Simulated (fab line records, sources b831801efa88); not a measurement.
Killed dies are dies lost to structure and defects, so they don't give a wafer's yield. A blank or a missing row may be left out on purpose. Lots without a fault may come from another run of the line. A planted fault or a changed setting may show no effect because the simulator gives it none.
A struck lot beside a sound one | flow sky130 | 16 steps out of a route of 708
Sound: wafers L484.3, L484.4, L484.6. Struck: wafers L494.1, L494.3, L494.5. The cause comes at the end.
At each step with rows: each side's tool, then ch and its chambers, then its first start. Under that, the readings that differ: sound wafers | struck wafers | difference of the means | sigmas: that difference in standard deviations of wafers without a fault.
alike: readings whose means differ by less than 2 such deviations, and words and numbers that are the same on both sides. not compared: withheld readings, readings that some wafer has no value for, bounds like >300 that may hide the same value, and numbers for which the record gives no deviation and whose values overlap.
The two part at a step that has a row with sigmas, a row that says differs or no value, or rows on one side only. Numbers that don't overlap but have no deviation are shown without sigmas and don't part them. A reading that every wafer of one side lacks parts them only if that side has two wafers or more.

SKY_POLY_GATE_THK_MEAS_04:
  sound on film_metro-02, day 19 00:54; struck on film_metro-02, day 22 14:19
  alike: POLY_GATE_CVD_03_THK
then, 8 steps without rows for these wafers: SKY_POLY_GATE_DEHYDRATE_05 (time 60 s); SKY_POLY_GATE_HMDS_06 (prime time 60 s); SKY_POLY_GATE_COAT_07 (resist thk 110 nm); SKY_POLY_GATE_COAT_08 (resist thk 450 nm); SKY_POLY_GATE_SOFTBAKE_09 (time 90 s); SKY_POLY_GATE_EXPOSE_10 (exposes mask P1M, target cd 150 nm); SKY_POLY_GATE_PEB_11; SKY_POLY_GATE_DEVELOP_12 (develop time 60 s).
SKY_POLY_GATE_CD_MEAS_13: target cd 150 nm.
  sound on cd_sem-01, day 20 07:54; struck on cd_sem-01, day 23 20:46
  alike: cd_nm
SKY_POLY_GATE_OVL_MEAS_14:
  sound on overlay-01, day 20 07:59; struck on overlay-01, day 23 20:53
  alike: POLY_GATE_OVL
SKY_POLY_GATE_ETCH_15: etches BARC in N2/H2, stops on SiO2, time 118.5 s, target depth 110 nm.
  sound on rie_diel-01 ch 0,2, day 20 08:01; struck on rie_diel-04 ch 1,3, day 23 20:55
  alike: drypump_motor_current_A, h2_flow_sccm, oes_product_au, rf_fwd_power_W, throttle_valve_pct
  not compared: rf_hours_counter_h
SKY_POLY_GATE_ETCH_16: etches Si3N4 in CH3F/O2, stops on poly-Si, time 147.5 s, target depth 75 nm.
  sound on rie_diel-01 ch 0,2, day 20 08:05; struck on rie_diel-04 ch 1,3, day 23 20:59
  reading                                          | sound             | struck            | difference | sigmas
  rf_fwd_power_W (W)                               | 396.3 397.4 398.6 | 335.3 336.4 337.5 | -61.0      | -44
  model.KrF-thick_of_POLY_GATE_COAT_08.thk_nm (nm) | 233 231.7 232     | 238.6 242.2 241.5 | +8.5       |
  alike: drypump_motor_current_A, oes_product_au, throttle_valve_pct
  not compared: rf_hours_counter_h
SKY_POLY_GATE_ETCH_17: etches poly-Si in HBr/Cl2, stops on SiO2, target depth 180 nm, time 70.5 s.
  sound on rie_si-02 ch 0,1,3, day 20 08:11; struck on rie_si-02 ch 0,2, day 23 21:05
  reading                                          | sound             | struck            | difference | sigmas
  oes_product_au (a.u.)                            | 0.978 0.981 0.983 | 0.990 1.003 1.005 | +0.019     | +2
  model.KrF-thick_of_POLY_GATE_COAT_08.thk_nm (nm) | 139.6 137.6 138.1 | 143.7 145 146.6   | +6.7       |
  alike: drypump_motor_current_A, rf_fwd_power_W, throttle_valve_pct
  not compared: rf_hours_counter_h
SKY_POLY_GATE_STRIP_18: strips in O2/N2.
  sound on plasma_asher-04 ch 0,1, day 20 08:17; struck on plasma_asher-01 ch 1, day 23 21:09
  reading                      | sound          | struck         | difference | sigmas
  strip_time_to_endpoint_s (s) | 3.16 3.14 3.15 | 3.21 3.22 3.24 | +0.07      | +2
  alike: drypump_motor_current_A, oes_product_au
  not compared: rf_hours_counter_h
-- the record jumps here: 27 days lie between the struck wafers' starts before and after (it left off in module POLY_GATE and takes up again in module PAD_OPEN, whose first step shown is number 708 of the route) --
SKY_PAD_OPEN_PROBE_99:
  sound on prober-02, day 48 13:08; struck on prober-01, day 50 10:58
  alike: killed_at_M0_to_M3, killed_at_M4_up, killed_at_contacts, killed_at_front_end, killed_at_other, killed_dies, killed_open, killed_short

WHERE THEY PART
First at SKY_POLY_GATE_ETCH_16; last, within this record, at SKY_POLY_GATE_STRIP_18. Later steps at which nothing parts them and some readings are alike: SKY_PAD_OPEN_PROBE_99.

WHY: what the simulator had put in
Process parameter drift: rie_diel-04, from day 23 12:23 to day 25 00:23, at SKY_POLY_GATE_ETCH_16. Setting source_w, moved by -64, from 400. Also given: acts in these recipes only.
